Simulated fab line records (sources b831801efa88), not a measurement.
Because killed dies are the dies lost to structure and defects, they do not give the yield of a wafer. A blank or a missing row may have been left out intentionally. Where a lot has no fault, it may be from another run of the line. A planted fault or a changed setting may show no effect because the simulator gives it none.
Struck lot and sound lot, side by side + flow sky130 + 18 steps out of a route of 708
Sound: the wafers L789.1, L789.2, L789.4. The struck wafers were L810.2, L810.4, L810.6. The cause is given at the end.
Each step with rows lists, per side, the tool, then ch with its chambers, then its first start. Under that, the readings that differ: sound wafers + struck wafers + difference of the means + sigmas: that difference in standard deviations of wafers without a fault.
alike: a reading whose means differ by less than 2 such deviations, as well as words and numbers matching on both sides. not compared: withheld readings; readings where some wafer has no value; bounds like >300 that might hide an equal value; numbers whose values overlap and for which the record gives no deviation.
Wherever a step has rows on one side only, a row that says differs or no value, or a row with sigmas, the two part there. Numbers that don't overlap but have no deviation are shown without sigmas and don't part them. A reading that every wafer of one side lacks parts them only if that side has two wafers or more.

SKY_METAL4_SPUTTER_02: material AlCu, target thk 735 nm, time 39.64 s.
  struck on pvdSputter-04, day 46 15:20; sound on pvdSputter-01, day 40 23:28
  alike: throttleValvePct
SKY_METAL4_SPUTTER_03: material Ti, target thk 5 nm, time 3.3 s.
  struck on pvdSputter-04, day 46 15:22; sound on pvdSputter-01, day 40 23:30
  alike: throttleValvePct
SKY_METAL4_SPUTTER_04: material TiN, target thk 70 nm, time 58.3 s.
  struck on pvdSputter-04, day 46 15:23; sound on pvdSputter-01, day 40 23:31
  alike: throttleValvePct
SKY_CAP2M_CVD_00: deposits SiO2, target thk 15.5 nm.
  sound on pecvd-02 ch 1,2, day 40 23:34; struck on pecvd-02 ch 0,1, day 46 15:26
  alike: heaterPowerW
SKY_CAP2M_THK_MEAS_01:
  struck on filmMetro-02, day 46 15:28; sound on filmMetro-02, day 40 23:35
  alike: CAP2M_CVD_00_THK
then, 1 step without rows for these wafers: SKY_CAP2M_SPUTTER_02 (material TiN, target thk 200 nm, time 166.7 s).
SKY_CAP2M_RS_MEAS_03: measurement is done with a four-point probe.
  struck on filmMetro-01, day 46 15:38; sound on filmMetro-01, day 40 23:46
  alike: CAP2M_TIN_RS
SKY_CAP2M_THK_MEAS_04: measures by xrf.
  struck on filmMetro-01, day 46 15:45; sound on filmMetro-01, day 40 23:53
  alike: CAP2M_TIN_THK
then, 4 steps without rows for these wafers: SKY_CAP2M_DEHYDRATE_05 (time 60 s); SKY_CAP2M_HMDS_06 (prime time 60 s); SKY_CAP2M_COAT_07 (resist thk 1140 nm); SKY_CAP2M_SOFTBAKE_08 (time 60 s).
SKY_CAP2M_EXPOSE_09: exposes mask CAP2M, target cd 1000 nm.
  sound on ilineStepper-02 ch 0, day 41 12:55; struck on ilineStepper-01 ch 0, day 47 02:44
| reading                     | sound                   | struck            | difference | sigmas |
|-----------------------------|-------------------------|-------------------|------------|--------|
| model.CAP2M.overlayXNm (nm) | -0.8666 -0.8666 -0.8666 | 141.5 141.5 141.5 | +142.4     |        |
  alike: mask
then, 2 steps without rows for these wafers: SKY_CAP2M_PEB_10; SKY_CAP2M_DEVELOP_11 (develop time 60 s).
SKY_CAP2M_OVL_MEAS_12:
  struck on overlay-01, day 47 12:42; sound on overlay-02, day 42 01:05
| reading        | sound          | struck            | difference | sigmas      |
|----------------|----------------|-------------------|------------|-------------|
| CAP2M_OVL (nm) | -0.4 -0.6 -2.0 | 141.9 141.9 142.1 | +143.0     | +99 or more |
SKY_CAP2M_METAL_ETCH_13: etches TiN in Cl2/BCl3, stops on SiO2, target depth 220 nm, time 62.9 s.
  sound on rieMetal-04 ch 0,1, day 42 01:08; struck on rieMetal-01 ch 0, day 47 12:45
  alike: drypumpMotorCurrentA, oesProductAu, throttleValvePct
  not compared: rfHoursCounterH
-- the record jumps here: 4 days lie between the struck wafers' starts before and after (it left off in module CAP2M and takes up again in module PAD_OPEN, whose first step shown is number 708 of the route) --
SKY_PAD_OPEN_PROBE_99:
  record: rows for the struck wafers here (prober-02, day 51 13:23), none for the sound ones

== WHERE THEY PART ==
Earliest at SKY_CAP2M_OVL_MEAS_12; latest, in this record, at SKY_PAD_OPEN_PROBE_99.

WHY: what had been put in by the simulator
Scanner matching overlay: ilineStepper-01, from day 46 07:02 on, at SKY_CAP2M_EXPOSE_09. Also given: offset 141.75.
